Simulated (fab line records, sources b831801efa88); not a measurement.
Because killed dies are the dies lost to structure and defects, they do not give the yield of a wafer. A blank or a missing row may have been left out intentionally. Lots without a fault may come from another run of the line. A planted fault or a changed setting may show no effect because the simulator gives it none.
A struck lot beside a sound one :: flow sky130 :: 36 steps out of a route of 708
Sound: wafers L122.1, L122.2, L122.3. Wafers struck: L131.1, L131.5, L131.6. At the end, the cause is stated.
Order at every step that has rows: each side's tool, ch and its chambers, its first start. Under that, the readings that differ: sound wafers :: struck wafers :: difference of the means :: sigmas: that difference in standard deviations of wafers without a fault.
alike: a reading whose means differ by less than 2 such deviations, as well as words and numbers matching on both sides. not compared: withheld readings; readings where some wafer has no value; bounds like >300 that might hide an equal value; numbers whose values overlap and for which the record gives no deviation.
A row with sigmas, a row that says differs or no value, or rows on one side alone: a step with any of these is where the two part. Numbers that have no deviation but don't overlap get no sigmas and don't part them. Lack of a reading on every wafer of one side parts them only where that side has two or more wafers.

first, 8 steps without rows for these wafers: SKY_LOCAL_INTERCONNECT_DEHYDRATE_03 (time 60 s); SKY_LOCAL_INTERCONNECT_HMDS_04 (prime time 60 s); SKY_LOCAL_INTERCONNECT_COAT_05 (resist thk 60 nm); SKY_LOCAL_INTERCONNECT_COAT_06 (resist thk 450 nm); SKY_LOCAL_INTERCONNECT_SOFTBAKE_07 (time 90 s); SKY_LOCAL_INTERCONNECT_EXPOSE_08 (exposes mask LI1M, target cd 170 nm); SKY_LOCAL_INTERCONNECT_PEB_09; SKY_LOCAL_INTERCONNECT_DEVELOP_10 (develop time 60 s).
SKY_LOCAL_INTERCONNECT_ETCH_13: etches BARC in N2/H2, stops on SiO2, time 45.9 s, target depth 60 nm.
  sound on rie_metal-03 ch 0,1, day 30 23:57; struck on rie_metal-04 ch 0,1, day 34 02:10
  alike: bias_w, drypump_motor_current_A, oes_product_au, throttle_valve_pct
  not compared: rf_hours_counter_h
then, 24 steps without rows for these wafers: SKY_LOCAL_INTERCONNECT_METAL_ETCH_14 (etches TiN in Cl2/BCl3, stops on PSG, target depth 110 nm, time 31.4 s); SKY_LOCAL_INTERCONNECT_STRIP_15 (strips in O2/N2); SKY_LOCAL_INTERCONNECT_STRIP_16 (strips in post etch residue remover, time 1200 s); SKY_LOCAL_INTERCONNECT_CLEAN_17 (cleans in IPA, time 180 s); SKY_LOCAL_INTERCONNECT_CLEAN_18 (cleans in O3/DIW); SKY_CONTACT_CVD_00 (deposits Si3N4, target thk 75 nm); SKY_CONTACT_HDPCVD_02 (deposits SiO2, target thk 565 nm, time 94.2 s); SKY_CONTACT_CMP_04 (polishes SiO2); SKY_CONTACT_DEHYDRATE_06 (time 60 s); SKY_CONTACT_HMDS_07 (prime time 60 s); SKY_CONTACT_COAT_08 (resist thk 60 nm); SKY_CONTACT_COAT_09 (resist thk 450 nm); SKY_CONTACT_SOFTBAKE_10 (time 90 s); SKY_CONTACT_EXPOSE_11 (exposes mask CTM1, target cd 170 nm); SKY_CONTACT_PEB_12; SKY_CONTACT_DEVELOP_13 (develop time 60 s); SKY_CONTACT_ETCH_16 (etches BARC in N2/H2, stops on SiO2, time 45.9 s, target depth 60 nm); SKY_CONTACT_ETCH_17 (etches SiO2 in C4F8/O2/Ar, stops on Si3N4, target depth 340 nm); SKY_CONTACT_ETCH_18 (etches Si3N4 in CHF3/O2, stops on TiN, time 39 s, target depth 75 nm); SKY_CONTACT_STRIP_19 (strips in O2/N2); SKY_CONTACT_STRIP_20 (strips in post etch residue remover, time 1200 s); SKY_CONTACT_CLEAN_21 (cleans in IPA, time 180 s); SKY_CONTACT_CLEAN_22 (cleans in O3/DIW); SKY_CONTACT_SPUTTER_23 (material TiN, target thk 20 nm, time 80 s).
-- the record jumps here: 2 days lie between the struck wafers' starts before and after (it left off in module CONTACT and takes up again in module METAL1, whose first step shown is number 451 of the route) --
SKY_METAL1_DESCUM_17: chemistry O2, time 8 s.
  sound on rie_metal-02 ch 0,1, day 33 10:09; struck on rie_metal-04 ch 0,1, day 36 10:22
reading: model.METAL1.cd_nm (nm)
sound: 138.5 139.8 140.2
struck: 147.5 148.1 148.3
difference: +8.5
sigmas: 
  alike: drypump_motor_current_A, oes_product_au
  not compared: rf_hours_counter_h
SKY_METAL1_METAL_ETCH_19: etches the open film in Cl2/BCl3, stops on SiO2, target depth 360 nm, time 78 s.
  sound on rie_metal-02 ch 0,1, day 33 10:15; struck on rie_metal-04 ch 0,1, day 36 10:27
reading: model.METAL1.cd_nm (nm)
sound: 136.3 137.3 138.2
struck: 145.7 147.2 143.5
difference: +8.2
sigmas: 
  alike: bias_w, drypump_motor_current_A, mfc_cl2_sccm, oes_product_au, throttle_valve_pct
  not compared: rf_hours_counter_h
-- the record jumps here: 14 days lie between the struck wafers' starts before and after (it left off in module METAL1 and takes up again in module PAD_OPEN, whose first step shown is number 708 of the route) --
SKY_PAD_OPEN_PROBE_99:
  sound on prober-01, day 46 08:49; struck on prober-01, day 50 00:34
reading: killed_at_M4_up
sound: 2 5 7
struck: 1 1 0
difference: -4
sigmas: -2

reading: killed_at_contacts
sound: 29 17 17
struck: 45 49 78
difference: +36
sigmas: +7

reading: killed_dies
sound: 86 83 92
struck: 112 111 138
difference: +33
sigmas: +4

reading: model.etest.met1.width_nm (nm)
sound: 135.4 138.3 138.5
struck: 143.2 144.9 145.8
difference: +7.2
sigmas: 

reading: model.etest.met1.line_ohm_um
sound: 0.9509 0.9278 0.9251
struck: 0.9086 0.8789 0.8887
difference: -0.0425
sigmas: 
  alike: killed_at_M0_to_M3, killed_at_front_end, killed_at_other, killed_open, killed_short

WHERE THEY PART
Only at SKY_PAD_OPEN_PROBE_99, as far as this record shows.

WHY: the cause the simulator had injected
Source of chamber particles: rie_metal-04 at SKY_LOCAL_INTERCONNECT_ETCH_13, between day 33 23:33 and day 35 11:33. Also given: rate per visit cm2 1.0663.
